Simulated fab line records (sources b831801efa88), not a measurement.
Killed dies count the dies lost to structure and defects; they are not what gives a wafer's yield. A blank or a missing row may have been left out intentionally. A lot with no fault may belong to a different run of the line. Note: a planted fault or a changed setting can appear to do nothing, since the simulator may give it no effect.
Chamber matching / flow gf180mcu / GF_STI_CMP_25 on cmp-01 has 4 sister chambers
The step polishes, stops on Si3N4, t overpolish 33 s, target thk 524.6 nm. 8 wafers are shown with their chamber, then 7 later ones without.

WAFERS PAIRED WITH THEIR CHAMBERS
wafer=L859.1; chamber=1; motor-current-A (A)=12.9; time-to-endpoint-s (s)=126
wafer=L865.3; chamber=0; motor-current-A (A)=11.7; time-to-endpoint-s (s)=126
wafer=L865.4; chamber=1; motor-current-A (A)=12.9; time-to-endpoint-s (s)=123
wafer=L865.6; chamber=2; motor-current-A (A)=10.6; time-to-endpoint-s (s)=121
wafer=L866.2; chamber=3; motor-current-A (A)=12.8; time-to-endpoint-s (s)=127
wafer=L866.3; chamber=0; motor-current-A (A)=11.7; time-to-endpoint-s (s)=129
wafer=L866.6; chamber=3; motor-current-A (A)=12.4; time-to-endpoint-s (s)=131
wafer=L867.2; chamber=2; motor-current-A (A)=11.0; time-to-endpoint-s (s)=122

WAFERS WHOSE CHAMBER IS MISSING
wafer=L867.5; motor-current-A (A)=10.7; time-to-endpoint-s (s)=120
wafer=L867.6; motor-current-A (A)=11.6; time-to-endpoint-s (s)=124
wafer=L875.4; motor-current-A (A)=13.4; time-to-endpoint-s (s)=117
wafer=L875.5; motor-current-A (A)=13.3; time-to-endpoint-s (s)=116
wafer=L877.1; motor-current-A (A)=12.9; time-to-endpoint-s (s)=121
wafer=L877.3; motor-current-A (A)=13.3; time-to-endpoint-s (s)=115
wafer=L877.4; motor-current-A (A)=10.4; time-to-endpoint-s (s)=117

THE CHAMBER EACH PASSED THROUGH
wafer=L867.5; from the rows above=2; in truth=2
wafer=L867.6; from the rows above=0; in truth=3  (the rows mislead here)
wafer=L875.4; from the rows above=1; in truth=1
wafer=L875.5; from the rows above=1; in truth=1
wafer=L877.1; from the rows above=1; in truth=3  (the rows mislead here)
wafer=L877.3; from the rows above=1; in truth=1
wafer=L877.4; from the rows above=2; in truth=2
Correctly placed: 5 of 7. Left unplaced by these rows: 0. 2 placed wrongly.
How it was worked out, from the rows above alone: a wafer's distance from a chamber is the root of the sum, over the readings, of the square of ((its reading less the chamber's mean) divided by the reading's scatter). If the next closest chamber is less than 2 further off than the closest, the wafer can't be placed; otherwise it belongs to the closest. A chamber's mean is the mean of its shown wafers. How the scatter is found: for the shown wafers, subtract from each reading the mean of its chamber, square and add these, divide the total by (wafers less chambers), then take the root.
